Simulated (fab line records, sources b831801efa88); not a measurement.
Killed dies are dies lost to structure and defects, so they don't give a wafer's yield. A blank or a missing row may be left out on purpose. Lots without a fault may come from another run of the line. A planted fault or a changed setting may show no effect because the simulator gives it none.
Split-lot experiment | flow sky130 | 5 lots, 27 wafers read, on a route of 708 steps

THE SPLIT
At SKY_VT_ADJUST_HVTR_DEVELOP_06 (develop time 60 s), the setting develop_time_s was moved away from the recipe's 60 s on 9 of the 27 wafers read, by -15.9% to +41.6%. The other wafers ran this setting at the recipe's value.

The file shows no step between the split and the reading.

THE READING
cd_nm, in nm, at SKY_VT_ADJUST_HVTR_CD_MEAS_07 (target cd 380 nm). Fault-free wafers of this fab line usually give 380.7 nm, standard deviation 2 nm.

wafer  | tool, chamber at the split | develop_time_s as run, s | against the recipe | cd_nm, nm | against lot-mates on the recipe
L076.1 | litho_track-02, 0          | 50.48                    | -15.9%             | 359.8     | -20.2
L076.2 | litho_track-02, 0          | 60                       | recipe             | 378.7     | -
L076.3 | litho_track-02, 0          | 60                       | recipe             | 379.3     | -
L076.4 | litho_track-02, 0          | 60                       | recipe             | 381.9     | -
L076.5 | litho_track-02, 0          | 50.48                    | -15.9%             | 362.3     | -17.7
L076.6 | litho_track-02, 0          | 50.48                    | -15.9%             | 361.0     | -19.0
L077.1 | litho_track-01, 0          | 60                       | recipe             | 379.6     | -
L077.3 | litho_track-01, 0          | 60                       | recipe             | 378.4     | -
L077.4 | litho_track-01, 0          | 60                       | recipe             | 381.4     | -
L078.1 | litho_track-04, 0          | 84.94                    | +41.6%             | 414.8     | +34.3
L078.2 | litho_track-04, 0          | 60                       | recipe             | 380.1     | -
L078.3 | litho_track-04, 0          | 60                       | recipe             | 380.0     | -
L078.4 | litho_track-04, 0          | 60                       | recipe             | 381.3     | -
L078.5 | litho_track-04, 0          | 84.94                    | +41.6%             | 412.9     | +32.4
L078.6 | litho_track-04, 0          | 84.94                    | +41.6%             | 414.0     | +33.5
L080.1 | litho_track-02, 0          | 60                       | recipe             | 378.9     | -
L080.2 | litho_track-02, 0          | 60                       | recipe             | 380.4     | -
L080.3 | litho_track-02, 0          | 60                       | recipe             | 379.6     | -
L080.4 | litho_track-02, 0          | 60                       | recipe             | 380.3     | -
L080.5 | litho_track-02, 0          | 60                       | recipe             | 380.0     | -
L080.6 | litho_track-02, 0          | 60                       | recipe             | 378.5     | -
L085.1 | litho_track-02, 0          | 69.11                    | +15.2%             | 394.6     | +15.3
L085.2 | litho_track-02, 0          | 69.11                    | +15.2%             | 393.3     | +14.0
L085.3 | litho_track-02, 0          | 69.11                    | +15.2%             | 394.8     | +15.5
L085.4 | litho_track-02, 0          | 60                       | recipe             | 379.6     | -
L085.5 | litho_track-02, 0          | 60                       | recipe             | 378.0     | -
L085.6 | litho_track-02, 0          | 60                       | recipe             | 380.4     | -

THE FIT
A straight line over all 27 wafers: cd_nm changes by +0.889 nm for each +1% of develop_time_s; r = +0.99; the points scatter about the line by 2 nm.
The same after taking each lot's own level away (the mean of its wafers on the recipe; 27 wafers): +0.881 nm for each +1%; r = +0.99; scatter 2.2 nm.
On that fit, the largest move of develop_time_s shifts the reading by 37 nm.
The lots' own levels span 379.33 to 380.47 nm, that is 0.6 times the standard deviation above.
So the lot-to-lot level changes the slope little: the two slopes agree.
Check: with one of the wafers moved furthest among these (+41.6%) left out of the fit, the line predicts +36.4 nm for it against its lot-mates. It came out at +34.3 nm against them.

OTHER SPLITS ON THESE WAFERS
These wafers also went through other splits before the reading. Each is held against what the fit with the lots' levels taken away leaves over:
other split on the same wafers   | wafers away from the commonest value | r with cd_nm (lot level and that fit taken away)
SKY_FIELD_ISO_WET_ETCH_18 time_s | 21                                   | -0.41

THE FILE'S OWN FIT
cd_nm changes by +0.866 nm for each +1% of develop_time_s, r = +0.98.
